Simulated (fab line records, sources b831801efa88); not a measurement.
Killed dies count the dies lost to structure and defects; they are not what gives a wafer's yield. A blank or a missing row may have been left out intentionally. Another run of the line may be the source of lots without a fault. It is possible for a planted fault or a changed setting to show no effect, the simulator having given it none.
Commonality check across tools	flow sky130	12 lots, 36 wafers sampled

## WHY THIS WAS OPENED
Of 12 lots, 2 have the reading LDD_P_TW flagged at SKY_LDD_P_TW_MEAS_11. No-fault wafers: 627, standard deviation 3.5.
Rule: a lot is flagged when every wafer of it that has a number lies more than 4 standard deviations from that mean, or none has a number. All remaining lots are regarded as sound.

lot	measured	on	LDD_P_TW, wafer by wafer	flag
L672	day 18 16:12	film metro-02	623 626 626	
L674	day 19 15:19	film metro-02	627 626 624	
L676	day 20 10:55	film metro-02	627 629 625	
L677	day 21 08:07	film metro-02	622 625 627	
L678	day 21 13:05	film metro-04	632 634 632	
L679	day 21 18:16	film metro-04	633 635 634	
L684	day 23 16:38	film metro-03	625 624 627	
L690	day 25 10:13	film metro-04	597 598 597	FLAGGED
L689	day 25 13:13	film metro-02	604 601 601	FLAGGED
L691	day 26 01:58	film metro-02	628 625 625	
L693	day 26 12:44	film metro-02	625 628 628	
L694	day 27 00:44	film metro-04	629 630 626	
The mean of the flagged lots' numbers is 600, -27 from the usual (-8 standard deviations).

## EACH LOT AND THE TOOL IT RAN ON
Before the reading, the record contains 2 process steps out of a 708-step route. Read each cell as the tool, then ch plus the chambers that the sampled wafers visited, then the start.
lot	flag	SKY_POLY_GATE_ETCH_16	SKY_LDD_P_IMPLANT_09
L672		rie diel-02 ch 0,1, day 16 01:37	implanter-02 ch 0, day 18 15:59
L674		rie diel-04 ch 1,2, day 16 23:23	implanter-02 ch 0, day 19 15:04
L676		rie diel-01 ch 0,2,3, day 17 16:36	implanter-01 ch 0, day 20 10:40
L677		rie diel-04 ch 0,1,3, day 18 13:54	implanter-02 ch 0, day 21 07:52
L678		rie diel-04 ch 2,3, day 18 19:21	implanter-04 ch 0, day 21 12:52
L679		rie diel-04 ch 0,2,3, day 19 00:15	implanter-04 ch 0, day 21 18:01
L684		rie diel-02 ch 0,2,3, day 20 23:23	implanter-04 ch 0, day 23 16:23
L690	FLAGGED	rie diel-02 ch 0,1, day 22 20:01	implanter-02 ch 0, day 25 09:58
L689	FLAGGED	rie diel-01 ch 0,1,2, day 22 22:27	implanter-02 ch 0, day 25 12:58
L691		rie diel-01 ch 1,3, day 23 11:45	implanter-01 ch 0, day 26 01:43
L693		rie diel-04 ch 0,1,2, day 23 23:58	implanter-04 ch 0, day 26 12:30
L694		rie diel-04 ch 0,1, day 24 11:20	implanter-01 ch 0, day 27 00:29
What the steps here do:
- SKY_POLY_GATE_ETCH_16: etches Si3N4 in CH3F/O2, stops on poly-Si, time 147.5 s, target depth 75 nm.
- SKY_LDD_P_IMPLANT_09
- SKY_LDD_P_TW_MEAS_11

## FLAGGED AGAINST TOTAL, ONE TOOL AT A TIME (gauges that did the reading follow at the end)
step	tool	lots run	flagged	share of the flagged lots	sound lots run after its first flagged lot
SKY_POLY_GATE_ETCH_16	rie diel-01	3	1	some	1 (L691)
SKY_POLY_GATE_ETCH_16	rie diel-02	3	1	some	0
SKY_POLY_GATE_ETCH_16	rie diel-04	6	0	none	-
SKY_LDD_P_IMPLANT_09	implanter-01	3	0	none	-
SKY_LDD_P_IMPLANT_09	implanter-02	5	2	all	0
SKY_LDD_P_IMPLANT_09	implanter-04	4	0	none	-
SKY_LDD_P_TW_MEAS_11	film metro-02	7	1	some	2 (L691,L693)
SKY_LDD_P_TW_MEAS_11	film metro-03	1	0	none	-
SKY_LDD_P_TW_MEAS_11	film metro-04	4	1	some	1 (L694)

## WHAT THE TABLE PERMITS
All flagged lots share 1 row of the table, namely implanter-02 at SKY_LDD_P_IMPLANT_09.
- implanter-02 at SKY_LDD_P_IMPLANT_09: 2 of its 5 lots flagged. It ran its last sound lot, L677, at day 21 07:52 and its first flagged lot, L690, at day 25 09:58: a fault with its onset between the two fits.
Left over: one tool, implanter-02 at SKY_LDD_P_IMPLANT_09.

## WHAT WAS PUT IN BY THE SIMULATOR
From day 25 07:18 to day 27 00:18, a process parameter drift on implanter-02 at SKY_LDD_P_IMPLANT_09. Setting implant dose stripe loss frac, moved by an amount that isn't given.
Shown lots that were struck: L690, L689. This agrees with what the rule above found.
